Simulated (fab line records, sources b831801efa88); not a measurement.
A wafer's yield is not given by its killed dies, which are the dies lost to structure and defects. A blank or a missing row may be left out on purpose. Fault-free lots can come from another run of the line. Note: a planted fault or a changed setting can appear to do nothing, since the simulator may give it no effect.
fab line records	flow sky130	part 1 of 2: steps 1 to 25 of 33
record: lots: 5	wafers: 15	last_day: 49
route steps=708 shown METAL5@663 PASSIVATION@681 PAD_OPEN@694
lots that met no fault: from a run of the same line without faults
start_h: hours from the record's first day to the start of the lot's first wafer shown	wait_h: time in hours since the lot's previous step	" unchanged from the row above	L1.1+2: a row that stands for several wafers	- value missing, or start not given	* or withheld: withheld	< > ~ a bound
route shown NAME@n: names a module that has steps shown in the file, with the first one's number in the route	usual: the fault-free wafers' mean and standard deviation	same: alike in all rows	chamber/n: place in a boat	sites: the reading at each site	_std_site: their standard deviation	_edge_site: inner sites' mean taken away from outer sites' mean	radius_mm: how far each site lies from the wafer's centre	mask NAME#n: copy n	behind: the last tool/chamber to shape the wafer	hold: cause of the lot's hold/its duration in hours/its outcome	device: transistor that didn't switch, given as n, p or np	end of line: the same wafers' tests at the end of the route	where a step has no rows: the recipe by itself	killed: dies lost to structure and defects at the first sort, not the wafer's yield	map: shows each die of a wafer: x if killed, . if not, _ if none is there
set.NAME: the setting that was run; set.NAME@STEP: the one run at that earlier step	model.NAME: the simulator's own value behind a step, which no gauge read
a table for each step, a row for each wafer; lots at some steps of the route
services: a tool's chamber out of use, with start hour (start_h, from the record's first day; less than 0 if before it), hours out, and reason
== steps ==
step: SKY_METAL5_SPUTTER_02
recipe: material: AlCu	target_thk_nm: 1150	power_w: 10600	time_s: 61.2	chamber_pressure_pa: 0.4
usual: throttle_valve_pct: 30.4/0.77
lot.wafer	tool	chamber	start_h	wait_h	throttle_valve_pct
L075.2	pvd_sputter-03	-	1005.72	0.0	29.8
L075.3	"	-	"	"	30.3
L075.5	"	-	"	"	30.0
L078.1	pvd_sputter-03	-	1028.99	0.0	29.5
L078.5	"	-	"	"	30.7
L078.6	"	-	"	"	30.7
L084.2	pvd_sputter-01	-	1072.29	0.0	30.4
L084.3	"	-	"	"	28.6
L084.6	"	-	"	"	30.8
L089.2	pvd_sputter-01	-	1109.09	0.0	30.7
L089.4	"	-	"	"	31.5
L089.6	"	-	"	"	31.6
L093.2	pvd_sputter-03	-	1126.51	0.0	30.6
L093.3	"	-	"	"	29.8
L093.6	"	-	"	"	30.8
step: SKY_METAL5_SPUTTER_03
recipe: material: Ti	target_thk_nm: 5	power_w: 3000	time_s: 3.3	chamber_pressure_pa: 0.4
usual: throttle_valve_pct: 30.4/0.79
lot.wafer	tool	chamber	start_h	wait_h	throttle_valve_pct
L075.2	pvd_sputter-03	-	1005.77	0.0	29.7
L075.3	"	-	"	"	30.7
L075.5	"	-	"	"	29.8
L078.1	pvd_sputter-03	-	1029.04	0.0	30.0
L078.5	"	-	"	"	30.7
L078.6	"	-	"	"	30.6
L084.2	pvd_sputter-01	-	1072.34	0.0	30.2
L084.3	"	-	"	"	28.5
L084.6	"	-	"	"	30.9
L089.2	pvd_sputter-01	-	1109.14	0.0	30.3
L089.4	"	-	"	"	31.5
L089.6	"	-	"	"	31.6
L093.2	pvd_sputter-03	-	1126.56	0.0	30.7
L093.3	"	-	"	"	29.5
L093.6	"	-	"	"	31.0
step: SKY_METAL5_SPUTTER_04
recipe: material: TiN	target_thk_nm: 70	power_w: 6500	time_s: 58.3	chamber_pressure_pa: 0.4
usual: throttle_valve_pct: 30.4/0.79
lot.wafer	tool	chamber	start_h	wait_h	throttle_valve_pct
L075.2	pvd_sputter-03	-	1005.79	0.0	29.9
L075.3	"	-	"	"	30.8
L075.5	"	-	"	"	29.7
L078.1	pvd_sputter-03	-	1029.06	0.0	29.7
L078.5	"	-	"	"	30.8
L078.6	"	-	"	"	30.7
L084.2	pvd_sputter-01	-	1072.36	0.0	30.3
L084.3	"	-	"	"	28.7
L084.6	"	-	"	"	30.8
L089.2	pvd_sputter-01	-	1109.16	0.0	30.5
L089.4	"	-	"	"	31.3
L089.6	"	-	"	"	31.7
L093.2	pvd_sputter-03	-	1126.58	0.0	30.6
L093.3	"	-	"	"	30.1
L093.6	"	-	"	"	30.5
step: SKY_METAL5_RS_MEAS_05
recipe: thk_meas_gauge: four-point-probe	reads: TiN_of_METAL5_SPUTTER_04+Ti_of_METAL5_SPUTTER_03+AlCu_of_METAL5_SPUTTER_02+TiN_of_METAL5_SPUTTER_01+Ti_of_METAL5_SPUTTER_00
usual: METAL5_ALCU_RS: 0.0270/0.00035
lot.wafer	tool	chamber	start_h	wait_h	METAL5_ALCU_RS[ohm/sq]
L075.2	film_metro-04	-	1005.86	0.0	0.0264
L075.3	"	-	"	"	0.0266
L075.5	"	-	"	"	0.0266
L078.1	film_metro-04	-	1029.11	0.0	0.0268
L078.5	"	-	"	"	0.0265
L078.6	"	-	"	"	0.0268
L084.2	film_metro-02	-	1072.43	0.0	0.0274
L084.3	"	-	"	"	0.0275
L084.6	"	-	"	"	0.0275
L089.2	film_metro-03	-	1109.23	0.0	0.0272
L089.4	"	-	"	"	0.0273
L089.6	"	-	"	"	0.0273
L093.2	film_metro-04	-	1126.65	0.0	0.0270
L093.3	"	-	"	"	0.0273
L093.6	"	-	"	"	0.0278
step: SKY_METAL5_THK_MEAS_06
recipe: thk_meas_gauge: xrf	reads: AlCu_of_METAL5_SPUTTER_02
usual: METAL5_ALCU_THK: 1142/16
lot.wafer	tool	chamber	start_h	wait_h	METAL5_ALCU_THK[nm]
L075.2	film_metro-04	-	1005.97	0.1	1170
L075.3	"	-	"	"	1157
L075.5	"	-	"	"	1157
L078.1	film_metro-04	-	1029.23	0.1	1150
L078.5	"	-	"	"	1156
L078.6	"	-	"	"	1144
L084.2	film_metro-02	-	1072.54	0.1	1129
L084.3	"	-	"	"	1111
L084.6	"	-	"	"	1126
L089.2	film_metro-03	-	1109.34	0.1	1140
L089.4	"	-	"	"	1134
L089.6	"	-	"	"	1143
L093.2	film_metro-04	-	1126.76	0.1	1139
L093.3	"	-	"	"	1140
L093.6	"	-	"	"	1110
step: SKY_METAL5_DEHYDRATE_07
recipe: temp_c: 200	time_s: 60
usual: chill_plate_temp_C: 22.98/0.11	plate_temp_C: 200.01/0.15
lot.wafer	tool	chamber	start_h	wait_h	chill_plate_temp_C	plate_temp_C
L075.2	litho_track-01	0	1017.27	11.3	23.22	200.13
L075.3	"	0	"	"	23.11	199.82
L075.5	"	0	"	"	23.14	200.01
L078.1	litho_track-01	0	1038.90	9.7	22.87	200.13
L078.5	"	0	"	"	22.92	200.15
L078.6	"	0	"	"	22.88	200.19
L084.2	litho_track-04	0	1081.27	8.7	23.12	200.00
L084.3	"	0	"	"	23.24	200.06
L084.6	"	0	"	"	23.10	200.17
L089.2	litho_track-01	0	1118.12	8.8	22.91	199.89
L089.4	"	0	"	"	22.97	199.97
L089.6	"	0	"	"	22.96	199.88
L093.2	litho_track-04	0	1135.62	8.9	23.09	200.09
L093.3	"	0	"	"	23.07	200.07
L093.6	"	0	"	"	22.92	200.06
step: SKY_METAL5_HMDS_08
recipe: prime_time_s: 60	prime_temp_c: 120
usual: chill_plate_temp_C: 22.99/0.11
lot.wafer	tool	chamber	start_h	wait_h	chill_plate_temp_C
L075.2	litho_track-01	0	1017.42	0.1	22.95
L075.3	"	0	"	"	23.03
L075.5	"	0	"	"	22.95
L078.1	litho_track-01	0	1039.05	0.1	23.10
L078.5	"	0	"	"	23.06
L078.6	"	0	"	"	23.17
L084.2	litho_track-04	0	1081.42	0.1	22.74
L084.3	"	0	"	"	22.72
L084.6	"	0	"	"	22.77
L089.2	litho_track-01	0	1118.27	0.1	23.01
L089.4	"	0	"	"	23.05
L089.6	"	0	"	"	22.84
L093.2	litho_track-04	0	1135.77	0.1	23.20
L093.3	"	0	"	"	23.05
L093.6	"	0	"	"	23.03
step: SKY_METAL5_COAT_09
recipe: resist: NOVOLAK	spin_rpm: 3000	resist_thk_nm: 1800
usual: chill_plate_temp_C: 22.99/0.1	spin_speed_rpm: 3000.0/1.7
lot.wafer	tool	chamber	start_h	wait_h	chill_plate_temp_C	spin_speed_rpm
L075.2	litho_track-01	0	1017.57	0.1	22.86	2997.3
L075.3	"	0	"	"	22.93	3001.2
L075.5	"	0	"	"	22.95	2998.5
L078.1	litho_track-01	0	1039.20	0.1	23.21	2999.2
L078.5	"	0	"	"	22.90	3001.6
L078.6	"	0	"	"	22.97	3002.8
L084.2	litho_track-04	0	1081.57	0.1	22.91	2999.9
L084.3	"	0	"	"	23.08	3000.5
L084.6	"	0	"	"	23.17	3000.6
L089.2	litho_track-01	0	1118.42	0.1	23.06	2998.9
L089.4	"	0	"	"	23.06	3000.0
L089.6	"	0	"	"	23.03	3000.0
L093.2	litho_track-04	0	1135.92	0.1	22.98	2999.6
L093.3	"	0	"	"	23.01	2998.9
L093.6	"	0	"	"	22.81	2998.0
step: SKY_METAL5_SOFTBAKE_10
recipe: temp_c: 90	time_s: 60	resist: NOVOLAK
usual: chill_plate_temp_C: 23.00/0.094	plate_temp_C: 89.99/0.13
lot.wafer	tool	chamber	start_h	wait_h	chill_plate_temp_C	plate_temp_C
L075.2	litho_track-01	0	1017.72	0.1	22.88	89.99
L075.3	"	0	"	"	22.87	90.07
L075.5	"	0	"	"	23.11	90.10
L078.1	litho_track-01	0	1039.35	0.1	23.09	90.10
L078.5	"	0	"	"	23.14	90.10
L078.6	"	0	"	"	23.12	89.90
L084.2	litho_track-04	0	1081.72	0.1	23.04	90.02
L084.3	"	0	"	"	23.05	89.96
L084.6	"	0	"	"	22.91	89.97
L089.2	litho_track-01	0	1118.57	0.1	22.97	89.85
L089.4	"	0	"	"	23.01	89.90
L089.6	"	0	"	"	23.01	89.98
L093.2	litho_track-04	0	1136.07	0.1	22.99	90.06
L093.3	"	0	"	"	22.96	89.76
L093.6	"	0	"	"	22.94	89.88
step: SKY_METAL5_EXPOSE_11
recipe: mask_id: MM5	na: 0.6	source_shape: conventional	sigma_outer: 0.6	polarization: unpolarized	target_cd_nm: 1600	dose_mj: 190
same: na: 0.6
lot.wafer	tool	chamber	start_h	wait_h	mask
L075.2+3+5	iline_stepper-01	0	-	-	MM5#0
L078.1+5+6	iline_stepper-02	0	-	-	MM5#0
L084.2+3+6	iline_stepper-01	0	-	-	MM5#0
L089.2+4+6	iline_stepper-01	0	-	-	MM5#0
L093.2+3+6	iline_stepper-01	0	-	-	MM5#0
step: SKY_METAL5_PEB_12
recipe: temp_c: withheld	time_s: *	resist: NOVOLAK
usual: chill_plate_temp_C: *
lot.wafer	tool	chamber	start_h	wait_h	chill_plate_temp_C
L075.2	litho_track-01	0	-	-	*
L075.3	"	0	"	"	*
L075.5	"	0	"	"	*
L078.1	litho_track-04	0	-	-	*
L078.5	"	0	"	"	*
L078.6	"	0	"	"	*
L084.2	litho_track-02	0	-	-	*
L084.3	"	0	"	"	*
L084.6	"	0	"	"	*
L089.2	litho_track-02	0	-	-	*
L089.4	"	0	"	"	*
L089.6	"	0	"	"	*
L093.2	litho_track-01	0	-	-	*
L093.3	"	0	"	"	*
L093.6	"	0	"	"	*
step: SKY_METAL5_DEVELOP_13
recipe: resist: NOVOLAK	developer: TMAH	develop_time_s: 60	dev_temp_c: 23
usual: chill_plate_temp_C: 23.01/0.099
lot.wafer	tool	chamber	start_h	wait_h	chill_plate_temp_C
L075.2	litho_track-01	0	1028.82	0.1	23.09
L075.3	"	0	"	"	23.01
L075.5	"	0	"	"	23.18
L078.1	litho_track-04	0	1050.70	0.1	23.00
L078.5	"	0	"	"	23.13
L078.6	"	0	"	"	22.88
L084.2	litho_track-02	0	1091.79	0.1	23.13
L084.3	"	0	"	"	23.09
L084.6	"	0	"	"	23.25
L089.2	litho_track-02	0	1129.04	0.1	23.10
L089.4	"	0	"	"	23.00
L089.6	"	0	"	"	22.86
L093.2	litho_track-01	0	1144.62	0.1	23.12
L093.3	"	0	"	"	22.91
L093.6	"	0	"	"	22.98
step: SKY_METAL5_DESCUM_14
recipe: chemistry: O2	source_power_w: 150	bias_power_w: 0	pressure_mtorr: 10	temp_c: 40	time_s: 11
usual: drypump_motor_current_A: 5.74/0.17	oes_product_au: 0.997/0.014
lot.wafer	tool	chamber	start_h	wait_h	drypump_motor_current_A	oes_product_au	rf_hours_counter_h
L075.2	rie_metal-04	0	1028.95	0.1	5.92	0.986	19
L075.3	"	1	"	"	5.76	0.993	-
L075.5	"	0	"	"	5.93	0.987	-
L078.1	rie_metal-03	0	1050.85	0.1	5.90	0.993	20
L078.5	"	1	"	"	5.45	0.977	-
L078.6	"	0	"	"	5.90	1.006	-
L084.2	rie_metal-03	1	1091.91	0.1	5.46	0.979	25
L084.3	"	1	"	"	5.45	0.974	-
L084.6	"	1	"	"	5.47	0.974	-
L089.2	rie_metal-04	0	1129.17	0.1	5.87	0.991	27
L089.4	"	1	"	"	5.77	1.003	-
L089.6	"	1	"	"	5.74	1.013	-
L093.2	rie_metal-02	0	1144.75	0.1	5.46	1.007	19
L093.3	"	0	"	"	5.48	1.017	-
L093.6	"	0	"	"	5.48	1.010	-
step: SKY_METAL5_METAL_ETCH_15
recipe: target_depth_a: 12600	stop_on: SiO2	over_etch_frac: 0.2	time_s: 252	chemistry: Cl2/BCl3	resist_sidewall_deg: 86	pressure_mtorr: 10	icp_w: 900	bias_w: 48.5	Cl2_flow_sccm: 60	bcl3_flow_sccm: 30
usual: drypump_motor_current_A: 5.74/0.17	oes_product_au: 0.894/0.005	throttle_valve_pct: 22.264/0.0087
lot.wafer	tool	chamber	start_h	wait_h	drypump_motor_current_A	oes_product_au	rf_hours_counter_h	throttle_valve_pct
L075.2	rie_metal-04	0	1028.98	0.0	5.89	0.892	19	22.271
L075.3	"	1	"	"	5.76	0.896	-	22.260
L075.5	"	0	"	"	5.88	0.901	-	22.259
L078.1	rie_metal-03	0	1050.88	0.0	5.90	0.895	20	22.271
L078.5	"	1	"	"	5.48	0.893	-	22.269
L078.6	"	0	"	"	5.91	0.903	-	22.262
L084.2	rie_metal-03	1	1091.95	0.0	5.43	0.902	25	22.265
L084.3	"	1	"	"	5.44	0.897	-	22.273
L084.6	"	1	"	"	5.42	0.897	-	22.274
L089.2	rie_metal-04	0	1129.20	0.0	5.94	0.887	27	22.272
L089.4	"	1	"	"	5.75	0.901	-	22.258
L089.6	"	1	"	"	5.74	0.889	-	22.254
L093.2	rie_metal-02	0	1144.78	0.0	5.50	0.901	19	22.277
L093.3	"	0	"	"	5.49	0.887	-	22.261
L093.6	"	0	"	"	5.49	0.889	-	22.261
step: SKY_METAL5_STRIP_16
recipe: chemistry: O2/N2	power_w: 1400	pressure_mtorr: 1500	platen_temp_c: withheld	o2_flow_sccm: 3000	n2_flow_sccm: 300	overash_fraction: 0.5
usual: drypump_motor_current_A: 6.0/0.44	o2_flow_sccm: 3000/8.7	oes_product_au: 0.710/0.0039	strip_time_to_endpoint_s: 13.06/0.17
lot.wafer	tool	chamber	start_h	wait_h	drypump_motor_current_A	o2_flow_sccm	oes_product_au	rf_hours_counter_h	strip_time_to_endpoint_s
L075.2	plasma_asher-04	1	1029.22	0.2	6.3	2995	0.712	119	13.24
L075.3	"	1	"	"	6.3	3004	0.713	-	13.15
L075.5	"	0	"	"	5.4	3004	0.711	-	13.15
L078.1	plasma_asher-04	1	1051.12	0.2	6.4	2991	0.705	121	12.87
L078.5	"	1	"	"	6.4	2995	0.707	-	13.22
L078.6	"	0	"	"	5.4	2997	0.712	-	12.85
L084.2	plasma_asher-01	0	1092.18	0.2	6.7	2993	0.704	100	13.30
L084.3	"	0	"	"	6.7	2989	0.703	-	13.38
L084.6	"	0	"	"	6.7	3010	0.712	-	13.41
L089.2	plasma_asher-04	0	1129.43	0.2	5.4	3002	0.706	5	13.14
L089.4	"	1	"	"	6.3	2998	0.716	-	13.06
L089.6	"	1	"	"	6.3	2995	0.704	-	13.04
L093.2	plasma_asher-03	1	1145.02	0.2	6.2	2996	0.708	39	13.01
L093.3	"	1	"	"	6.1	3003	0.710	-	12.99
L093.6	"	0	"	"	5.6	2989	0.706	-	12.99
step: SKY_METAL5_STRIP_17
recipe: chemistry: post_etch_residue_remover	time_s: 1200	temp_c: 72.5
lot.wafer	tool	chamber	start_h	wait_h
L075.2+3+5	wet_bench-02	0	1029.32	0.1
L078.1+5+6	wet_bench-03	0	1051.22	0.1
L084.2+3+6	wet_bench-01	2	1092.28	0.1
L089.2+4+6	wet_bench-01	0	1129.53	0.1
L093.2+3+6	wet_bench-01	0	1145.12	0.1
step: SKY_METAL5_CLEAN_18
recipe: chemistry: IPA	time_s: 180	temp_c: 25
lot.wafer	tool	chamber	start_h	wait_h
L075.2+3+5	wet_bench-02	2	1029.66	0.0
L078.1+5+6	wet_bench-02	0	1051.57	0.0
L084.2+3+6	wet_bench-03	1	1092.63	0.0
L089.2+4+6	wet_bench-03	3	1129.88	0.0
L093.2+3+6	wet_bench-02	0	1145.46	0.0
step: SKY_METAL5_CLEAN_19
recipe: chemistry: O3/DIW	dry: n2_spin
lot.wafer	tool	chamber	start_h	wait_h
L075.2+3+5	wet_bench-02	1	1029.72	0.0
L078.1+5+6	wet_bench-03	3	1051.62	0.0
L084.2+3+6	wet_bench-01	1	1092.68	0.0
L089.2+4+6	wet_bench-03	1	1129.94	0.0
L093.2+3+6	wet_bench-01	2	1145.52	0.0
step: SKY_PASSIVATION_CVD_00
recipe: material: SiO2	target_thk_nm: 90	temp_c: 400	time_s: withheld	rf_w: 612
usual: heater_power_w: 681/98
lot.wafer	tool	chamber	start_h	wait_h	heater_power_w
L075.2	pecvd-02	2	1029.81	0.0	765
L075.3	"	0	"	"	670
L075.5	"	2	"	"	753
L078.1	pecvd-03	1	1051.72	0.0	783
L078.5	"	0	"	"	529
L078.6	"	1	"	"	792
L084.2	pecvd-03	1	1092.78	0.0	681
L084.3	"	2	"	"	721
L084.6	"	1	"	"	688
L089.2	pecvd-02	0	1130.04	0.0	712
L089.4	"	1	"	"	607
L089.6	"	0	"	"	720
L093.2	pecvd-03	1	1145.61	0.0	750
L093.3	"	0	"	"	592
L093.6	"	2	"	"	698
step: SKY_PASSIVATION_THK_MEAS_01
recipe: reads: SiO2_of_PASSIVATION_CVD_00
usual: PASSIVATION_CVD_00_THK: 90.3/1.5
lot.wafer	tool	chamber	start_h	wait_h	PASSIVATION_CVD_00_THK[nm]
L075.2	film_metro-01	-	1029.84	-	89.3
L075.3	"	-	"	"	90.3
L075.5	"	-	"	"	91.1
L078.1	film_metro-04	-	1051.74	-	92.1
L078.5	"	-	"	"	91.4
L078.6	"	-	"	"	93.0
L084.2	film_metro-01	-	1092.82	-	90.4
L084.3	"	-	"	"	90.2
L084.6	"	-	"	"	91.9
L089.2	film_metro-04	-	1130.07	-	88.4
L089.4	"	-	"	"	91.8
L089.6	"	-	"	"	90.4
L093.2	film_metro-02	-	1145.64	-	90.7
L093.3	"	-	"	"	87.9
L093.6	"	-	"	"	89.9
step: SKY_PASSIVATION_CVD_02
recipe: material: Si3N4	target_thk_nm: 540	temp_c: 400	time_s: withheld	rf_w: 450
usual: heater_power_w: 717/110
lot.wafer	tool	chamber	start_h	wait_h	heater_power_w
L075.2	pecvd-01	0	1029.89	0.0	925
L075.3	"	1	"	"	570
L075.5	"	1	"	"	590
L078.1	pecvd-01	2	1051.80	0.1	656
L078.5	"	1	"	"	592
L078.6	"	0	"	"	792
L084.2	pecvd-02	0	1092.87	0.0	735
L084.3	"	2	"	"	755
L084.6	"	0	"	"	779
L089.2	pecvd-01	1	1130.12	0.0	584
L089.4	"	2	"	"	768
L089.6	"	1	"	"	603
L093.2	pecvd-01	1	1145.69	0.0	600
L093.3	"	0	"	"	861
L093.6	"	0	"	"	915
step: SKY_PASSIVATION_THK_MEAS_03
recipe: reads: Si3N4_of_PASSIVATION_CVD_02
usual: PASSIVATION_CVD_02_THK: 540/6.4
lot.wafer	tool	chamber	start_h	wait_h	PASSIVATION_CVD_02_THK[nm]
L075.2	film_metro-04	-	1030.24	-	531
L075.3	"	-	"	"	542
L075.5	"	-	"	"	545
L078.1	film_metro-04	-	1052.02	-	538
L078.5	"	-	"	"	548
L078.6	"	-	"	"	540
L084.2	film_metro-04	-	1093.10	-	539
L084.3	"	-	"	"	554
L084.6	"	-	"	"	547
L089.2	film_metro-01	-	1130.36	-	538
L089.4	"	-	"	"	540
L089.6	"	-	"	"	534
L093.2	film_metro-02	-	1145.92	-	537
L093.3	"	-	"	"	541
L093.6	"	-	"	"	553
step: SKY_PASSIVATION_DEHYDRATE_04
recipe: temp_c: 200	time_s: 60
usual: chill_plate_temp_C: 23.00/0.095	plate_temp_C: 199.98/0.14
lot.wafer	tool	chamber	start_h	wait_h	chill_plate_temp_C	plate_temp_C
L075.2	litho_track-01	0	1040.32	10.1	23.00	199.94
L075.3	"	0	"	"	22.92	200.06
L075.5	"	0	"	"	22.99	199.95
L078.1	litho_track-04	0	1062.05	10.0	23.00	199.96
L078.5	"	0	"	"	23.03	199.78
L078.6	"	0	"	"	23.01	200.00
L084.2	litho_track-03	0	1102.38	9.3	22.90	199.84
L084.3	"	0	"	"	22.93	199.85
L084.6	"	0	"	"	22.89	199.89
L089.2	litho_track-03	0	1138.88	8.5	22.97	200.16
L089.4	"	0	"	"	22.92	199.88
L089.6	"	0	"	"	22.93	200.15
L093.2	litho_track-01	0	1154.17	8.2	23.00	199.59
L093.3	"	0	"	"	22.85	199.91
L093.6	"	0	"	"	23.05	199.88
step: SKY_PASSIVATION_HMDS_05
recipe: prime_time_s: 60	prime_temp_c: 120
usual: chill_plate_temp_C: 23.00/0.11
lot.wafer	tool	chamber	start_h	wait_h	chill_plate_temp_C
L075.2	litho_track-01	0	1040.47	0.1	22.75
L075.3	"	0	"	"	22.82
L075.5	"	0	"	"	22.86
L078.1	litho_track-04	0	1062.20	0.1	23.19
L078.5	"	0	"	"	23.20
L078.6	"	0	"	"	23.10
L084.2	litho_track-03	0	1102.53	0.1	23.08
L084.3	"	0	"	"	22.80
L084.6	"	0	"	"	23.07
L089.2	litho_track-03	0	1139.03	0.1	22.96
L089.4	"	0	"	"	23.10
L089.6	"	0	"	"	23.02
L093.2	litho_track-01	0	1154.32	0.1	23.07
L093.3	"	0	"	"	22.88
L093.6	"	0	"	"	22.98
step: SKY_PASSIVATION_COAT_06
recipe: spin_rpm: 2000	resist_thk_nm: 3000
usual: chill_plate_temp_C: 22.98/0.097	spin_speed_rpm: 1999.9/1.4
lot.wafer	tool	chamber	start_h	wait_h	chill_plate_temp_C	spin_speed_rpm
L075.2	litho_track-01	0	1040.62	0.1	22.89	2002.0
L075.3	"	0	"	"	22.92	1999.4
L075.5	"	0	"	"	22.91	2000.9
L078.1	litho_track-04	0	1062.35	0.1	22.95	2000.4
L078.5	"	0	"	"	23.12	1999.1
L078.6	"	0	"	"	22.92	2000.6
L084.2	litho_track-03	0	1102.68	0.1	22.93	2000.0
L084.3	"	0	"	"	22.94	2000.4
L084.6	"	0	"	"	22.94	1998.2
L089.2	litho_track-03	0	1139.18	0.1	22.93	2000.3
L089.4	"	0	"	"	22.96	2000.8
L089.6	"	0	"	"	23.11	1997.9
L093.2	litho_track-01	0	1154.47	0.1	22.88	2000.5
L093.3	"	0	"	"	22.89	2000.6
L093.6	"	0	"	"	23.01	1999.9
